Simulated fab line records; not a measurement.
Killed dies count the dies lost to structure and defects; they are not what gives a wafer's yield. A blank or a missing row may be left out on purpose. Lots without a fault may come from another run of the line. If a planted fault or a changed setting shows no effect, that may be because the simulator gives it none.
Chamber matching	flow gf180mcu	GF_V5_CMP_26 on cmp-02 has 4 sister chambers
The step polishes, stops on SiO2, t overpolish 15 s, target thk 0 nm. 4 wafers are shown with their chamber, then 10 later ones without.

WAFERS WITH THEIR CHAMBER
wafer	chamber	motor current A (A)
L232.2	2	12.5
L236.2	0	11.6
L237.3	3	9.5
L237.4	1	11.3

WAFERS WHOSE CHAMBER IS MISSING
wafer	motor current A (A)
L237.5	10.0
L240.3	12.9
L240.4	10.8
L240.6	10.9
L249.1	10.9
L249.2	10.7
L249.5	11.8
L251.4	12.9
L251.5	10.9
L251.6	12.8

EACH ONE'S CHAMBER
wafer	from the rows above	in truth
L237.5	can't be placed: 3 or 1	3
L240.3	2	2
L240.4	can't be placed: 1 or 0 or 3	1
L240.6	can't be placed: 1 or 0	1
L249.1	can't be placed: 1 or 0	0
L249.2	can't be placed: 1 or 0 or 3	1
L249.5	can't be placed: 0 or 1 or 2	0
L251.4	2	2
L251.5	can't be placed: 1 or 0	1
L251.6	2	2
Placed correctly: 3 of 10. Cannot be placed on the basis of these rows: 7; the candidates contain the true chamber in 7. 0 placed wrongly.
How it was worked out, from the rows above alone: a wafer's distance from a chamber is the root of the sum, over the readings, of the square of ((its reading less the chamber's mean) divided by the reading's scatter). If the next closest chamber is less than 2 further off than the closest, the wafer can't be placed; otherwise it belongs to the closest. For every chamber, the mean is computed from those of its wafers that are shown. The scatter: root of mean squared gap, hidden wafer to nearest shown wafer, with one shown wafer a chamber.
